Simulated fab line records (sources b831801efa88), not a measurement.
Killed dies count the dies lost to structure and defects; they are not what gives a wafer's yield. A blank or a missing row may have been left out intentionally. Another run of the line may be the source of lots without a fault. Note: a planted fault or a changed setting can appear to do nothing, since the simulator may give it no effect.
The tool behind it: which one?	flow gf180mcu	72 wafers from 24 lots sampled at 6 of the route's 602 steps

## WHAT THE GAUGES SHOWED, per wafer
GF_V3_THK_MEAS_01.
lot	measured	on	V3_CVD_00_THK (nm)
L074	day 21 03:14	filmMetro-03	582 584 575
L075	day 21 18:14	filmMetro-03	589 591 586
L076	day 22 01:52	filmMetro-03	589 585 577
L077	day 22 09:10	filmMetro-03	590 589 592
L078	day 22 13:05	filmMetro-02	590 583 586
L079	day 23 08:37	filmMetro-01	591 583 589
L080	day 23 11:16	filmMetro-02	591 590 587
L081	day 23 20:26	filmMetro-01	587 589 577
L082	day 24 07:11	filmMetro-01	581 575 577
L083	day 24 15:53	filmMetro-03	577 585 573
L084	day 25 01:01	filmMetro-01	591 591 592
L085	day 25 10:56	filmMetro-02	588 587 587
L086	day 25 13:32	filmMetro-01	576 575 583
L087	day 26 06:07	filmMetro-03	583 581 586
L088	day 26 13:02	filmMetro-02	587 581 587
L089	day 26 19:34	filmMetro-01	590 587 592
L090	day 26 23:41	filmMetro-03	573 581 576
L091	day 27 08:56	filmMetro-02	581 578 589
L092	day 27 18:47	filmMetro-01	585 585 581
L093	day 27 23:44	filmMetro-01	588 581 585
L094	day 28 09:05	filmMetro-02	579 580 579
L095	day 28 11:08	filmMetro-01	586 578 580
L096	day 28 13:35	filmMetro-02	577 577 577
L097	day 28 19:55	filmMetro-01	584 581 587

GF_M4_THK_MEAS_06: measures by xrf.
lot	measured	on	M4_ALCU_THK (nm)
L074	day 22 05:49	filmMetro-01	465 461 465
L075	day 22 20:14	filmMetro-01	457 461 461
L076	day 23 03:22	filmMetro-01	446 458 453
L077	day 23 10:14	filmMetro-01	452 456 458
L078	day 23 14:32	filmMetro-01	447 452 446
L079	day 24 09:18	filmMetro-03	456 455 459
L080	day 24 12:14	filmMetro-04	458 456 459
L081	day 24 21:17	filmMetro-03	460 460 466
L082	day 25 07:34	filmMetro-01	457 455 459
L083	day 25 17:17	filmMetro-01	454 454 455
L084	day 26 00:26	filmMetro-03	453 466 461
L085	day 26 10:12	filmMetro-01	457 458 457
L086	day 26 13:04	filmMetro-01	454 457 454
L087	day 27 05:17	filmMetro-03	453 454 455
L088	day 27 12:26	filmMetro-04	456 455 454
L089	day 27 18:10	filmMetro-04	454 458 458
L090	day 27 21:52	filmMetro-04	450 450 454
L091	day 28 07:37	filmMetro-03	455 459 457
L092	day 28 16:44	filmMetro-01	449 450 449
L093	day 28 21:50	filmMetro-04	463 457 456
L094	day 29 07:02	filmMetro-04	462 458 460
L095	day 29 08:31	filmMetro-03	459 455 460
L096	day 29 11:09	filmMetro-04	458 456 462
L097	day 29 17:11	filmMetro-01	458 452 449

GF_V4_THK_MEAS_25: measures by xrf.
lot	measured	on	V4_W_THK (nm)
L074	day 24 06:34	filmMetro-04	356 350 354
L075	day 24 19:52	filmMetro-04	348 348 347
L076	day 25 03:25	filmMetro-02	354 356 356
L077	day 25 08:49	filmMetro-02	351 345 356
L078	day 25 12:52	filmMetro-03	349 357 357
L079	day 26 06:01	filmMetro-03	352 359 353
L080	day 26 10:08	filmMetro-02	357 349 359
L081	day 26 18:05	filmMetro-04	343 351 341
L082	day 27 04:19	filmMetro-02	358 360 353
L083	day 27 13:23	filmMetro-04	353 355 356
L084	day 27 19:47	filmMetro-04	355 344 342
L085	day 28 04:47	filmMetro-03	359 355 352
L086	day 28 08:49	filmMetro-04	358 355 354
L087	day 28 22:53	filmMetro-02	350 350 360
L088	day 29 05:55	filmMetro-03	354 352 350
L089	day 29 11:02	filmMetro-03	363 352 356
L090	day 29 15:02	filmMetro-04	351 347 351
L091	day 30 00:26	filmMetro-03	354 364 353
L092	day 30 09:16	filmMetro-03	356 356 354
L093	day 30 13:43	filmMetro-03	354 351 354
L094	day 30 23:00	filmMetro-02	350 359 355
L095	day 30 23:52	filmMetro-03	353 349 347
L096	day 31 02:22	filmMetro-04	351 355 351
L097	day 31 07:13	filmMetro-02	358 362 354

## EACH LOT AND THE TOOL THAT RAN IT (in order: tool; ch and the chambers of the sampled wafers; start)
lot	GF_M3_SPUTTER_01	GF_M3_SPUTTER_03	GF_V4_ETCH_17
L074	pvdSputter-01, day 20 01:53	pvdSputter-01, day 20 01:57	rieDiel-02 ch 0,1, day 24 06:34 or earlier
L075	pvdSputter-03, day 20 17:07	pvdSputter-03, day 20 17:10	rieDiel-03 ch 0,2, day 24 19:52 or earlier
L076	pvdSputter-03, day 21 01:04	pvdSputter-03, day 21 01:07	rieDiel-03 ch 1,2,3, day 25 03:25 or earlier
L077	pvdSputter-01, day 21 08:20	pvdSputter-01, day 21 08:24	rieDiel-03 ch 0,1,2, day 25 08:49 or earlier
L078	pvdSputter-03, day 21 12:47	pvdSputter-03, day 21 12:51	rieDiel-04 ch 0,1, day 25 12:52 or earlier
L079	pvdSputter-03, day 22 08:59	pvdSputter-03, day 22 09:03	rieDiel-04 ch 0,1,2, day 26 06:01 or earlier
L080	pvdSputter-03, day 22 11:40	pvdSputter-03, day 22 11:43	rieDiel-03 ch 0,1,3, day 26 10:08 or earlier
L081	pvdSputter-04, day 22 20:41	pvdSputter-04, day 22 20:44	rieDiel-02 ch 0,1,2, day 26 18:05 or earlier
L082	pvdSputter-01, day 23 07:14	pvdSputter-01, day 23 07:18	rieDiel-02 ch 0,1,3, day 27 04:19 or earlier
L083	pvdSputter-04, day 23 16:55	pvdSputter-04, day 23 16:59	rieDiel-03 ch 0,1,2, day 27 13:23 or earlier
L084	pvdSputter-04, day 24 02:10	pvdSputter-04, day 24 02:13	rieDiel-03 ch 0,2,3, day 27 19:47 or earlier
L085	pvdSputter-01, day 24 11:35	pvdSputter-01, day 24 11:38	rieDiel-02 ch 1,2,3, day 28 04:47 or earlier
L086	pvdSputter-03, day 24 15:06	pvdSputter-03, day 24 15:10	rieDiel-04 ch 0,1,3, day 28 08:49 or earlier
L087	pvdSputter-03, day 25 07:55	pvdSputter-03, day 25 07:59	rieDiel-02 ch 0,3, day 28 22:53 or earlier
L088	pvdSputter-03, day 25 15:13	pvdSputter-03, day 25 15:16	rieDiel-02 ch 1,2,3, day 29 05:55 or earlier
L089	pvdSputter-03, day 25 20:52	pvdSputter-03, day 25 20:55	rieDiel-02 ch 0,1,3, day 29 11:02 or earlier
L090	pvdSputter-01, day 26 02:16	pvdSputter-01, day 26 02:19	rieDiel-04 ch 1,2,3, day 29 15:02 or earlier
L091	pvdSputter-01, day 26 10:42	pvdSputter-01, day 26 10:46	rieDiel-02 ch 1,3, day 30 00:26 or earlier
L092	pvdSputter-01, day 26 22:08	pvdSputter-01, day 26 22:11	rieDiel-04 ch 0,1,2, day 30 09:16 or earlier
L093	pvdSputter-01, day 27 03:23	pvdSputter-01, day 27 03:26	rieDiel-03 ch 0,2,3, day 30 13:43 or earlier
L094	pvdSputter-03, day 27 12:19	pvdSputter-03, day 27 12:22	rieDiel-02 ch 1,3, day 30 23:00 or earlier
L095	pvdSputter-03, day 27 14:59	pvdSputter-03, day 27 15:03	rieDiel-03 ch 0,2,3, day 30 23:52 or earlier
L096	pvdSputter-03, day 27 17:26	pvdSputter-03, day 27 17:29	rieDiel-03 ch 0,2,3, day 31 02:22 or earlier
L097	pvdSputter-03, day 27 23:51	pvdSputter-03, day 27 23:55	rieDiel-04 ch 0,3, day 31 07:13 or earlier
- GF_M3_SPUTTER_01: material TiN, target thk 30 nm, time 25 s.
- GF_M3_SPUTTER_03: material Ti, target thk 10 nm, time 6.7 s.
- GF_V4_ETCH_17: etches SiO2 in C4F8/O2/Ar, stops on TiN, target depth 630 nm.

## WHAT THE TOOLS THEMSELVES READ (means of the sampled wafers that have a number; where no wafer has one, the mark that the record gives instead)
GF_M3_SPUTTER_01.
lot	tool	throttleValvePct (%)
L074	pvdSputter-01	31.4
L075	pvdSputter-03	29.5
L076	pvdSputter-03	30.4
L077	pvdSputter-01	31.4
L078	pvdSputter-03	29.8
L079	pvdSputter-03	30.3
L080	pvdSputter-03	30.4
L081	pvdSputter-04	29.9
L082	pvdSputter-01	30.5
L083	pvdSputter-04	30.2
L084	pvdSputter-04	29.9
L085	pvdSputter-01	29.7
L086	pvdSputter-03	30.1
L087	pvdSputter-03	31.0
L088	pvdSputter-03	30.9
L089	pvdSputter-03	31.0
L090	pvdSputter-01	31.6
L091	pvdSputter-01	29.8
L092	pvdSputter-01	31.5
L093	pvdSputter-01	31.8
L094	pvdSputter-03	30.1
L095	pvdSputter-03	30.4
L096	pvdSputter-03	30.6
L097	pvdSputter-03	29.7

GF_M3_SPUTTER_03.
lot	tool	throttleValvePct (%)
L074	pvdSputter-01	31.2
L075	pvdSputter-03	29.5
L076	pvdSputter-03	30.4
L077	pvdSputter-01	31.5
L078	pvdSputter-03	29.6
L079	pvdSputter-03	30.3
L080	pvdSputter-03	30.3
L081	pvdSputter-04	29.8
L082	pvdSputter-01	30.6
L083	pvdSputter-04	30.0
L084	pvdSputter-04	29.9
L085	pvdSputter-01	29.6
L086	pvdSputter-03	30.2
L087	pvdSputter-03	31.2
L088	pvdSputter-03	30.9
L089	pvdSputter-03	30.8
L090	pvdSputter-01	31.4
L091	pvdSputter-01	30.0
L092	pvdSputter-01	31.6
L093	pvdSputter-01	31.8
L094	pvdSputter-03	30.0
L095	pvdSputter-03	30.4
L096	pvdSputter-03	30.4
L097	pvdSputter-03	29.9

GF_V4_ETCH_17.
lot	tool	oesProductAu (a.u.)
L074	rieDiel-02	0.858
L075	rieDiel-03	0.857
L076	rieDiel-03	0.856
L077	rieDiel-03	0.856
L078	rieDiel-04	0.851
L079	rieDiel-04	0.857
L080	rieDiel-03	0.858
L081	rieDiel-02	0.861
L082	rieDiel-02	0.859
L083	rieDiel-03	0.856
L084	rieDiel-03	0.863
L085	rieDiel-02	0.856
L086	rieDiel-04	0.856
L087	rieDiel-02	0.855
L088	rieDiel-02	0.858
L089	rieDiel-02	0.851
L090	rieDiel-04	0.863
L091	rieDiel-02	0.859
L092	rieDiel-04	0.854
L093	rieDiel-03	0.856
L094	rieDiel-02	0.855
L095	rieDiel-03	0.853
L096	rieDiel-03	0.855
L097	rieDiel-04	0.855

## THE ANSWER, worked out from the rows above alone
Rule: the lots themselves supply what counts as usual. The widest of any qualifying gaps counts: lots, ordered by their means at a reading, are off when they make up no more than a third of the lots, leave a main group of 4 or more, and stand apart from it by 3 or more times the standard deviation of that group's means. Not used: any main group whose means are identical at the precision the tables above print for the reading. Also off: a lot with no number at a reading for which 4 or more lots have one. The other lots that the step has rows for count as sound. The gauges are gone through in route order, then the tools' own readings, and for those a lot's mean is taken as printed above. At the first step where some lot is off, the reading lying furthest off is the one used; lots without a number count as furthest.
None of the lots is off at any reading shown; this tells nothing.

## WHAT HAD BEEN PUT IN BY THE SIMULATOR
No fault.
